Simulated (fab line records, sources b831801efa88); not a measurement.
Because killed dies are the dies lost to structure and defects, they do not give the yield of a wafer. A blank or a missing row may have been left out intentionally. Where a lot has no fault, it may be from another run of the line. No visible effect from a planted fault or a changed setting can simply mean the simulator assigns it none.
Which tool did it? ; flow sky130 ; 18 wafers from 6 lots sampled at 2 of the route's 708 steps

## WHAT THE GAUGES SHOWED, per wafer
SKY_CAP2M_THK_MEAS_04: measures by xrf.
lot;measured;on;CAP2M_TIN_THK (nm)
L682;day 40 09:35;film-metro-03;198.2 197.7 199.7
L684;day 40 20:11;film-metro-01;195.8 196.4 195.4
L691;day 42 18:14;film-metro-03;198.5 197.7 200.5
L699;day 44 23:23;film-metro-03;200.8 201.7 202.4
L701;day 45 14:17;film-metro-01;202.0 202.6 201.7
L703;day 45 22:55;film-metro-03;201.6 199.2 198.4

## TOOL THAT RAN EACH LOT (tool first, then ch and the chambers of the sampled wafers, then the start)
lot;SKY_METAL3_ETCH_16
L682;rie-metal-01 ch 0,1, day 39 05:50
L684;rie-metal-01 ch 0,1, day 39 14:56
L691;rie-metal-01 ch 0,1, day 41 14:56
L699;rie-metal-03 ch 0, day 43 21:20
L701;rie-metal-04 ch 1, day 44 13:31
L703;rie-metal-03 ch 0,1, day 44 21:31
- SKY_METAL3_ETCH_16: etches BARC in N2/H2, stops on SiO2, time 88.2 s, target depth 60 nm.

## THE ANSWER, worked out from the rows above alone
Rule: the usual values come from the lots themselves. Put in order of their means at a reading, lots are off if they are a third of the lots or fewer, leave a main group of 4 or more, and stand apart from it by a gap of 3 or more times the standard deviation of the main group's means; of several such gaps the widest counts. A main group is skipped when, at the precision printed for the reading in the tables above, its means are all equal. A lot without any number at a reading at which 4 lots or more have one is off too. Where the step has rows for the other lots, those lots are counted as sound.
None of the lots is off at any reading shown; this tells nothing.

## WHAT WAS PUT IN BY THE SIMULATOR
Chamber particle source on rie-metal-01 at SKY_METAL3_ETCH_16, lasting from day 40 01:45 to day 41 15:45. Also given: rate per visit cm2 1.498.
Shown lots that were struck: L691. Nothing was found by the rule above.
